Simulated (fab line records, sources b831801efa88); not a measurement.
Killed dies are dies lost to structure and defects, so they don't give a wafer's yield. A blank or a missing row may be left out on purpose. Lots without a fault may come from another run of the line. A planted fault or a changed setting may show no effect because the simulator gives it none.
A struck lot beside a sound one | flow sfq_line | 41 steps out of a route of 325
Sound: wafers L931.1, L931.2, L931.5. Struck: wafers L937.1, L937.2, L937.3. The cause comes at the end.
At each step with rows: each side's tool, then ch and its chambers, then its first start. Under that, the readings that differ: sound wafers | struck wafers | difference of the means | sigmas: that difference in standard deviations of wafers without a fault.
alike: readings whose means differ by less than 2 such deviations, and words and numbers that are the same on both sides. not compared: withheld readings, readings that some wafer has no value for, bounds like >300 that may hide the same value, and numbers for which the record gives no deviation and whose values overlap.
The two part at a step that has a row with sigmas, a row that says differs or no value, or rows on one side only. Numbers that don't overlap but have no deviation are shown without sigmas and don't part them. A reading that every wafer of one side lacks parts them only if that side has two wafers or more.

first, 6 steps without rows for these wafers: SFQ_TRILAYER_L0_VIA_LITHO_COAT_018 (resist thk 62 nm); SFQ_TRILAYER_L0_VIA_LITHO_COAT_013 (resist thk 650 nm); SFQ_TRILAYER_L0_VIA_LITHO_SOFTBAKE_017; SFQ_TRILAYER_L0_VIA_LITHO_EXPOSE_014 (exposes mask L0V, target cd 700 nm); SFQ_TRILAYER_L0_VIA_LITHO_PEB_016 (peb time 60 s); SFQ_TRILAYER_L0_VIA_LITHO_DEVELOP_015 (time 60 s).
SFQ_L0V_OVL_MEAS_903:
  sound on overlay-02, day 5 13:05; struck on overlay-02, day 7 06:55
  alike: L0V_OVL
then, 5 steps without rows for these wafers: SFQ_TRILAYER_L0_VIA_BARC_OPEN_VIA_ETCH_021 (etches BARC in O2, target depth 125 nm, time 41.7 s); SFQ_TRILAYER_L0_VIA_ETCH_VIA_ETCH_016 (etches SiO2 in CHF3, stops on MoNx KI, target depth 80 nm); SFQ_TRILAYER_L0_VIA_STRIP_STRIP_017 (strips in O2); SFQ_TRILAYER_L0_VIA_STRIP_SOLV_CLEAN_018 (cleans in NMP, time 600 s); SFQ_TRILAYER_M0_DEP_PRE_CLEAN_020 (time 15 s).
SFQ_TRILAYER_M0_DEP_SPUTTER_019: material Nb, target thk 200 nm, time 133.3 s.
  sound on pvd_sputter-03, day 5 14:00; struck on pvd_sputter-05, day 7 07:50
  reading                                             | sound             | struck            | difference | sigmas
  model.Nb_of_TRILAYER_M0_DEP_SPUTTER_019.thk_nm (nm) | 197.6 198.3 197.3 | 173.1 173.6 173.1 | -24.5      |
  alike: chamber_pressure_pa, resputter_cathode_voltage_v, throttle_valve_pct
SFQ_M0_RS_MEAS_904: measures by four-point-probe.
  sound on film_metro-02, day 5 14:05; struck on film_metro-02, day 7 08:13
  reading           | sound             | struck            | difference | sigmas
  M0_NB_RS (ohm/sq) | 0.901 0.897 0.901 | 1.031 1.027 1.032 | +0.130     | +15
  not compared: hold
then, 5 steps without rows for these wafers: SFQ_TRILAYER_M0_LITHO_COAT_021 (resist thk 600 nm); SFQ_TRILAYER_M0_LITHO_SOFTBAKE_025; SFQ_TRILAYER_M0_LITHO_EXPOSE_022 (exposes mask M0, target cd 500 nm); SFQ_TRILAYER_M0_LITHO_PEB_024 (peb time 60 s); SFQ_TRILAYER_M0_LITHO_DEVELOP_023 (time 60 s).
-- the record jumps here: 4 days lie between the struck wafers' starts before and after --
SFQ_M0_OVL_MEAS_906:
  sound on overlay-02, day 8 21:19; struck on overlay-01, day 10 23:31
  alike: M0_OVL
SFQ_TRILAYER_M0_BARC_OPEN_METAL_ETCH_031: etches BARC in O2, target depth 125 nm, time 41.7 s.
  sound on rie_metal-02 ch 0,1, day 8 21:20; struck on rie_metal-02 ch 0,1, day 10 23:32
  alike: drypump_motor_current_A, oes_product_au
  not compared: rf_hours_counter_h
SFQ_TRILAYER_M0_ETCH_METAL_ETCH_024: etches Nb in Cl2/Ar, stops on SiO2, target depth 240 nm, time 120 s.
  sound on rie_metal-02 ch 0,1, day 8 21:24; struck on rie_metal-02 ch 0,1, day 10 23:36
  reading               | sound             | struck            | difference | sigmas
  oes_product_au (a.u.) | 0.878 0.893 0.887 | 0.828 0.823 0.820 | -0.062     | -9
  alike: drypump_motor_current_A
  not compared: rf_hours_counter_h
SFQ_TRILAYER_M0_STRIP_STRIP_025: strips in O2.
  sound on rie_metal-02 ch 0,1, day 8 21:32; struck on rie_metal-02 ch 0,1, day 10 23:44
  alike: drypump_motor_current_A, oes_product_au
  not compared: rf_hours_counter_h
then, 1 step without rows for these wafers: SFQ_TRILAYER_M0_STRIP_SOLV_CLEAN_026 (cleans in NMP, time 600 s).
SFQ_TRILAYER_I0_DEP_PECVD_027: deposits SiO2 from SiH4/N2O, time 111.11 s, target thk 500 nm.
  sound on pecvd-04 ch 0,2, day 8 22:18; struck on pecvd-03 ch 0,1,2, day 11 00:30
  alike: heater_power_w, throttle_valve_pct
then, 1 step without rows for these wafers: SFQ_TRILAYER_I0_CMP_CMP_028 (polishes SiO2).
SFQ_I0_BOW_MEAS_907:
  sound on film_metro-03, day 9 02:32; struck on film_metro-03, day 11 09:38
  alike: I0_BOW
then, 7 steps without rows for these wafers: SFQ_TRILAYER_I0_METRO_MEASURE_029; SFQ_TRILAYER_I0_VIA_LITHO_COAT_036 (resist thk 62 nm); SFQ_TRILAYER_I0_VIA_LITHO_COAT_031 (resist thk 650 nm); SFQ_TRILAYER_I0_VIA_LITHO_SOFTBAKE_035; SFQ_TRILAYER_I0_VIA_LITHO_EXPOSE_032 (exposes mask I0, target cd 500 nm); SFQ_TRILAYER_I0_VIA_LITHO_PEB_034 (peb time 60 s); SFQ_TRILAYER_I0_VIA_LITHO_DEVELOP_033 (time 60 s).
-- the record jumps here: 4 days lie between the struck wafers' starts before and after --
SFQ_I0_OVL_MEAS_908:
  sound on overlay-02, day 13 00:43; struck on overlay-02, day 15 14:02
  alike: I0_OVL
SFQ_TRILAYER_I0_VIA_BARC_OPEN_VIA_ETCH_046: etches BARC in O2, target depth 125 nm, time 41.7 s.
  sound on rie_diel-02 ch 0,2,3, day 13 00:44; struck on rie_diel-01 ch 0,2,3, day 15 14:04
  alike: drypump_motor_current_A, oes_product_au
  not compared: rf_hours_counter_h
SFQ_TRILAYER_I0_VIA_ETCH_VIA_ETCH_034: etches SiO2 in CHF3, stops on Nb, target depth 260 nm.
  sound on rie_diel-02 ch 0,2,3, day 13 00:47; struck on rie_diel-01 ch 0,2,3, day 15 14:07
  alike: drypump_motor_current_A, oes_product_au
then, 3 steps without rows for these wafers: SFQ_TRILAYER_I0_VIA_STRIP_STRIP_035 (strips in O2); SFQ_TRILAYER_I0_VIA_STRIP_SOLV_CLEAN_036 (cleans in NMP, time 600 s); SFQ_TRILAYER_M1_DEP_PRE_CLEAN_038 (time 22.5 s).
-- the record jumps here: 59 days lie between the struck wafers' starts before and after --
SFQ_M8_BOW_MEAS_951:
  sound on film_metro-01, day 69 01:53; struck on film_metro-03, day 74 21:17
  reading                 | sound                | struck            | difference | sigmas
  model.etest.m0.ohm_um   | 1.802 1.806 1.812    | 2.073 2.057 2.071 | +0.260     |
  model.etest.m0.ohm_sq   | 0.9011 0.8981 0.9025 | 1.029 1.026 1.029 | +0.127     |
  model.etest.i0.link_ohm | 1.971 1.98 1.979     | 2.114 2.119 2.116 | +0.140     |
  alike: M8_BOW

WHERE THEY PART
First at SFQ_M0_RS_MEAS_904; last, within this record, at SFQ_TRILAYER_M0_ETCH_METAL_ETCH_024. Later steps at which nothing parts them and some readings are alike: SFQ_TRILAYER_M0_STRIP_STRIP_025, SFQ_TRILAYER_I0_DEP_PECVD_027, SFQ_I0_BOW_MEAS_907, SFQ_I0_OVL_MEAS_908, SFQ_TRILAYER_I0_VIA_BARC_OPEN_VIA_ETCH_046, SFQ_TRILAYER_I0_VIA_ETCH_VIA_ETCH_034, SFQ_M8_BOW_MEAS_951.

WHY: what the simulator had put in
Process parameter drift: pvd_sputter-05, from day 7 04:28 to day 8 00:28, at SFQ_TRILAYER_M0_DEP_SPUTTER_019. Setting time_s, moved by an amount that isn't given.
